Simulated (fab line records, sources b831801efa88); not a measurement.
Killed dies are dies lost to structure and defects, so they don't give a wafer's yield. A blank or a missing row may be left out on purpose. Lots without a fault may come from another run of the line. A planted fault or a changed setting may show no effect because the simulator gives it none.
Chamber matching | flow sky130 | SKY_CAPM_CVD_00 on pecvd-04: 3 sister chambers
The step deposits SiO2, target thk 15.5 nm. 14 wafers are shown with their chamber, then 6 later ones without.

WAFERS WITH THEIR CHAMBER
wafer  | chamber | heater_power_w (W) | rf_fwd_power_W (W)
L467.4 | 2       | 786                | 439.7
L467.5 | 0       | 651                | 442.1
L467.6 | 2       | 784                | 440.0
L469.3 | 1       | 888                | 441.7
L469.5 | 0       | 598                | 441.0
L469.6 | 2       | 800                | 440.4
L470.4 | 2       | 698                | 441.1
L470.6 | 1       | 876                | 440.3
L480.4 | 1       | 904                | 443.5
L480.5 | 1       | 881                | 441.8
L480.6 | 0       | 752                | 442.8
L481.2 | 0       | 719                | 440.5
L481.3 | 1       | 813                | 439.3
L481.5 | 1       | 808                | 438.6

SIGNATURES (means of the wafers above)
reading        | chamber 0 | chamber 1 | chamber 2 | scatter within a chamber
heater_power_w | 680.00    | 861.67    | 767.00    | 51.4
rf_fwd_power_W | 441.600   | 440.867   | 440.300   | 1.37
Rule: a wafer's distance from a chamber is the root of the sum, over the readings, of the square of ((its reading less the chamber's mean) divided by the reading's scatter). The wafer belongs to the nearest chamber; if the next one is less than 2 further off, it can't be placed. The scatter: the root of (the sum of the squares of (reading less its chamber's mean) over the shown wafers, divided by (wafers less chambers)).

WAFERS WITHOUT THEIR CHAMBER
wafer  | heater_power_w (W) | rf_fwd_power_W (W)
L486.3 | 757                | 441.6
L486.4 | 886                | 438.8
L486.6 | 720                | 441.9
L489.2 | 721                | 439.8
L489.4 | 725                | 442.0
L489.6 | 861                | 439.7

WHICH CHAMBER EACH WENT THROUGH
wafer  | from the rows above          | in truth
L486.3 | can't be placed: 2 or 0 or 1 | 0
L486.4 | can't be placed: 1 or 2      | 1
L486.6 | can't be placed: 0 or 2      | 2
L489.2 | can't be placed: 2 or 0 or 1 | 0
L489.4 | can't be placed: 0 or 2 or 1 | 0
L489.6 | can't be placed: 1 or 2      | 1
Placed correctly: 0 of 6. Can't be placed from these rows: 6 (the true chamber is among the candidates in 6). Placed wrongly: 0.
